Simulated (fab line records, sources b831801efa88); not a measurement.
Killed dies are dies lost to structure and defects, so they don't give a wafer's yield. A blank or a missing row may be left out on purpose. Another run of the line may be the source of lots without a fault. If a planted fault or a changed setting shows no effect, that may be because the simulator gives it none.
Split-lot experiment :: flow gf180mcu :: 5 lots, 23 wafers read, on a route of 602 steps

== THE SPLIT ITSELF ==
At GF_MIM_SPUTTER_00 (material Ti, target thk 37.5 nm, time 150 s), the setting time_s was moved away from the recipe's 150 s on 9 of the 23 wafers read, by -13.9% to +10.9%. This setting was run at the recipe's value on the other wafers.

The reading is taken at the split's own step.

== THE READING ==
Ti_of_MIM_SPUTTER_00.thk_nm (the simulator's own value, which no gauge read), in nm, at GF_MIM_SPUTTER_00 (material Ti, target thk 37.5 nm, time 150 s). The file gives no usual value for it. The 14 wafers here that ran the recipe average 37.47 nm, standard deviation 0.31 nm.

wafer: L074.1
tool, chamber at the split: pvd_sputter-04, -
time_s as run, s: 150
against the recipe: recipe
Ti_of_MIM_SPUTTER_00.thk_nm, nm: 37.73
against lot-mates on the recipe: -

wafer: L074.2
tool, chamber at the split: pvd_sputter-04, -
time_s as run, s: 162.4
against the recipe: +8.3%
Ti_of_MIM_SPUTTER_00.thk_nm, nm: 41.38
against lot-mates on the recipe: +3.50

wafer: L074.3
tool, chamber at the split: pvd_sputter-04, -
time_s as run, s: 150
against the recipe: recipe
Ti_of_MIM_SPUTTER_00.thk_nm, nm: 38.03
against lot-mates on the recipe: -

wafer: L074.4
tool, chamber at the split: pvd_sputter-04, -
time_s as run, s: 162.4
against the recipe: +8.3%
Ti_of_MIM_SPUTTER_00.thk_nm, nm: 40.86
against lot-mates on the recipe: +2.98

wafer: L074.5
tool, chamber at the split: pvd_sputter-04, -
time_s as run, s: 162.4
against the recipe: +8.3%
Ti_of_MIM_SPUTTER_00.thk_nm, nm: 41.11
against lot-mates on the recipe: +3.23

wafer: L078.1
tool, chamber at the split: pvd_sputter-03, -
time_s as run, s: 166.3
against the recipe: +10.9%
Ti_of_MIM_SPUTTER_00.thk_nm, nm: 41.42
against lot-mates on the recipe: +4.30

wafer: L078.3
tool, chamber at the split: pvd_sputter-03, -
time_s as run, s: 166.3
against the recipe: +10.9%
Ti_of_MIM_SPUTTER_00.thk_nm, nm: 41.23
against lot-mates on the recipe: +4.11

wafer: L078.4
tool, chamber at the split: pvd_sputter-03, -
time_s as run, s: 150
against the recipe: recipe
Ti_of_MIM_SPUTTER_00.thk_nm, nm: 37.15
against lot-mates on the recipe: -

wafer: L078.5
tool, chamber at the split: pvd_sputter-03, -
time_s as run, s: 166.3
against the recipe: +10.9%
Ti_of_MIM_SPUTTER_00.thk_nm, nm: 41.32
against lot-mates on the recipe: +4.20

wafer: L078.6
tool, chamber at the split: pvd_sputter-03, -
time_s as run, s: 150
against the recipe: recipe
Ti_of_MIM_SPUTTER_00.thk_nm, nm: 37.09
against lot-mates on the recipe: -

wafer: L082.1
tool, chamber at the split: pvd_sputter-01, -
time_s as run, s: 150
against the recipe: recipe
Ti_of_MIM_SPUTTER_00.thk_nm, nm: 37.9
against lot-mates on the recipe: -

wafer: L082.3
tool, chamber at the split: pvd_sputter-01, -
time_s as run, s: 129.1
against the recipe: -13.9%
Ti_of_MIM_SPUTTER_00.thk_nm, nm: 32.83
against lot-mates on the recipe: -5.04

wafer: L082.4
tool, chamber at the split: pvd_sputter-01, -
time_s as run, s: 129.1
against the recipe: -13.9%
Ti_of_MIM_SPUTTER_00.thk_nm, nm: 32.68
against lot-mates on the recipe: -5.19

wafer: L082.5
tool, chamber at the split: pvd_sputter-01, -
time_s as run, s: 150
against the recipe: recipe
Ti_of_MIM_SPUTTER_00.thk_nm, nm: 37.84
against lot-mates on the recipe: -

wafer: L082.6
tool, chamber at the split: pvd_sputter-01, -
time_s as run, s: 129.1
against the recipe: -13.9%
Ti_of_MIM_SPUTTER_00.thk_nm, nm: 32.41
against lot-mates on the recipe: -5.46

wafer: L084.1
tool, chamber at the split: pvd_sputter-03, -
time_s as run, s: 150
against the recipe: recipe
Ti_of_MIM_SPUTTER_00.thk_nm, nm: 37.13
against lot-mates on the recipe: -

wafer: L084.3
tool, chamber at the split: pvd_sputter-03, -
time_s as run, s: 150
against the recipe: recipe
Ti_of_MIM_SPUTTER_00.thk_nm, nm: 37.75
against lot-mates on the recipe: -

wafer: L084.4
tool, chamber at the split: pvd_sputter-03, -
time_s as run, s: 150
against the recipe: recipe
Ti_of_MIM_SPUTTER_00.thk_nm, nm: 37.35
against lot-mates on the recipe: -

wafer: L084.6
tool, chamber at the split: pvd_sputter-03, -
time_s as run, s: 150
against the recipe: recipe
Ti_of_MIM_SPUTTER_00.thk_nm, nm: 37.35
against lot-mates on the recipe: -

wafer: L084.5
tool, chamber at the split: pvd_sputter-03, -
time_s as run, s: 150
against the recipe: recipe
Ti_of_MIM_SPUTTER_00.thk_nm, nm: 37.33
against lot-mates on the recipe: -

wafer: L085.3
tool, chamber at the split: pvd_sputter-01, -
time_s as run, s: 150
against the recipe: recipe
Ti_of_MIM_SPUTTER_00.thk_nm, nm: 37.34
against lot-mates on the recipe: -

wafer: L085.5
tool, chamber at the split: pvd_sputter-01, -
time_s as run, s: 150
against the recipe: recipe
Ti_of_MIM_SPUTTER_00.thk_nm, nm: 37.13
against lot-mates on the recipe: -

wafer: L085.6
tool, chamber at the split: pvd_sputter-01, -
time_s as run, s: 150
against the recipe: recipe
Ti_of_MIM_SPUTTER_00.thk_nm, nm: 37.47
against lot-mates on the recipe: -

THE FIT
A straight line over all 23 wafers: Ti_of_MIM_SPUTTER_00.thk_nm changes by +0.365 nm for each +1% of time_s; r = +0.99; the points scatter about the line by 0.36 nm.
The same after taking each lot's own level away (the mean of its wafers on the recipe; 23 wafers): +0.381 nm for each +1%; r = +1.00; scatter 0.17 nm.
According to that fit, moving time_s by its largest amount changes the reading by 5.3 nm.
Across the lots, their own levels run from 37.120 to 37.880 nm, a range of 2.5 times the standard deviation given above.
Hence the lot-to-lot level has little effect on the slope; both slopes agree.
Check: with one of the wafers moved furthest among these (-13.9%) left out of the fit, the line predicts -5.36 nm for it against its lot-mates. Against them it came out at -5.04 nm.

== OTHER SPLITS ON THESE WAFERS ==
Before the reading, these wafers also passed through other splits. Each is held against what the fit with the lots' levels taken away leaves over:
other split on the same wafers: GF_V3_ETCH_16 bias_w
wafers away from the commonest value: 7
r with Ti_of_MIM_SPUTTER_00.thk_nm (lot level and that fit taken away): +0.23

other split on the same wafers: GF_M4_PEB_12 peb_temp_c
wafers away from the commonest value: 8
r with Ti_of_MIM_SPUTTER_00.thk_nm (lot level and that fit taken away): -0.11

other split on the same wafers: GF_V4_CVD_00 sih4_flow_sccm
wafers away from the commonest value: 4
r with Ti_of_MIM_SPUTTER_00.thk_nm (lot level and that fit taken away): +0.06

other split on the same wafers: GF_V4_CMP_04 leave_above_ref_nm
wafers away from the commonest value: 7
r with Ti_of_MIM_SPUTTER_00.thk_nm (lot level and that fit taken away): +0.24

other split on the same wafers: GF_V4_EXPOSE_11 dose_mj
wafers away from the commonest value: 2
r with Ti_of_MIM_SPUTTER_00.thk_nm (lot level and that fit taken away): -0.07

== FILE'S OWN FIT ==
Ti_of_MIM_SPUTTER_00.thk_nm changes by +0.382 nm for each +1% of time_s, r = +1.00.
